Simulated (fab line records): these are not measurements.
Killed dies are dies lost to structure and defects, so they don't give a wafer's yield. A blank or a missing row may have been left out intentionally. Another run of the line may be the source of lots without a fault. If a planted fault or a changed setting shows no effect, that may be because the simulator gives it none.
The same fault as seen by 2 desks / flow gf180mcu / what lay behind the numbers comes last; until then each desk has only its own

AT THE METROLOGY DESK
What the gauges read, lot by lot, whatever tool the lot ran on: means of the sampled wafers that have a number. Any lot whose mean is over 4 standard deviations away from the usual mean is out of limits and marked OUT; that distance is given in the brackets.
Columns: A = PSD_OVL at GF_PSD_OVL_MEAS_08, usual 0.7 nm; B = CONTACT_CVD_00_THK at GF_CONTACT_THK_MEAS_01, usual 302 nm
lot=L668; first seen here=day 14 17:55; A=1.5; B=303
lot=L669; first seen here=day 15 05:05; A=0.6; B=301
lot=L670; first seen here=day 15 14:04; A=0.3; B=305
lot=L672; first seen here=day 16 09:20; A=-1.4; B=305
lot=L680; first seen here=day 19 00:16; A=-1.0; B=260 (-13) OUT
lot=L681; first seen here=day 19 13:06; A=0.5; B=257 (-14) OUT
lot=L684; first seen here=day 20 11:25; A=2.0; B=301
lot=L685; first seen here=day 20 18:37; A=0.4; B=301
lot=L686; first seen here=day 21 02:19; A=0.1; B=300
lot=L688; first seen here=day 21 20:41; A=0.3; B=302
lot=L689; first seen here=day 22 04:16; A=1.9; B=298
lot=L690; first seen here=day 22 09:06; A=1.1; B=301
This desk finds L680, L681 out of limits, with the earliest case on L680 at day 20 02:28 (CONTACT_CVD_00_THK at GF_CONTACT_THK_MEAS_01). L668, L669, L670, L672, L684, L685, L686, L688, L689, L690: within limits.

AT THE TOOL OWNER'S DESK: hdpcvd-01
The tool's own readings at GF_CONTACT_CVD_00 (deposits SiO2, target thk 300 nm, time 50 s): means of the sampled wafers that have a number, for each lot that ran on this tool. Any lot whose mean is over 4 standard deviations away from the usual mean is out of limits and marked OUT; that distance is given in the brackets.
Columns: A = sih4FlowSccm at GF_CONTACT_CVD_00, usual 60.01 sccm
lot=L668; first seen here=day 15 17:05; A=60.16
lot=L669; first seen here=day 16 04:07; A=59.95
lot=L670; first seen here=day 16 13:04; A=60.10
lot=L672; first seen here=day 17 09:39; A=59.84
lot=L680; first seen here=day 20 02:25; A=50.93 (-50) OUT
lot=L681; first seen here=day 20 15:07; A=50.96 (-50) OUT
This desk finds L680, L681 out of limits, L680 being first, at day 20 02:25 (sih4FlowSccm at GF_CONTACT_CVD_00). L668, L669, L670, L672: within limits.

ALL TOGETHER
At day 20 02:25, on L680, L681, the tool owner's desk was in a position to raise an alarm.
The metrology desk could have raised an alarm at day 20 02:28, on L680, L681.
Every lot named ran GF_CONTACT_CVD_00 on hdpcvd-01.

WHAT WAS PUT IN BY THE SIMULATOR
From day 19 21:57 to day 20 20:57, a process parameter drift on hdpcvd-01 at GF_CONTACT_CVD_00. From 60, the setting sih4FlowSccm moved by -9. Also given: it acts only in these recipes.
Lots struck among those shown: L680, L681.
Time in hours from fault onset to the first out-of-limits reading at each desk: tool owner's desk 4, metrology desk 5.
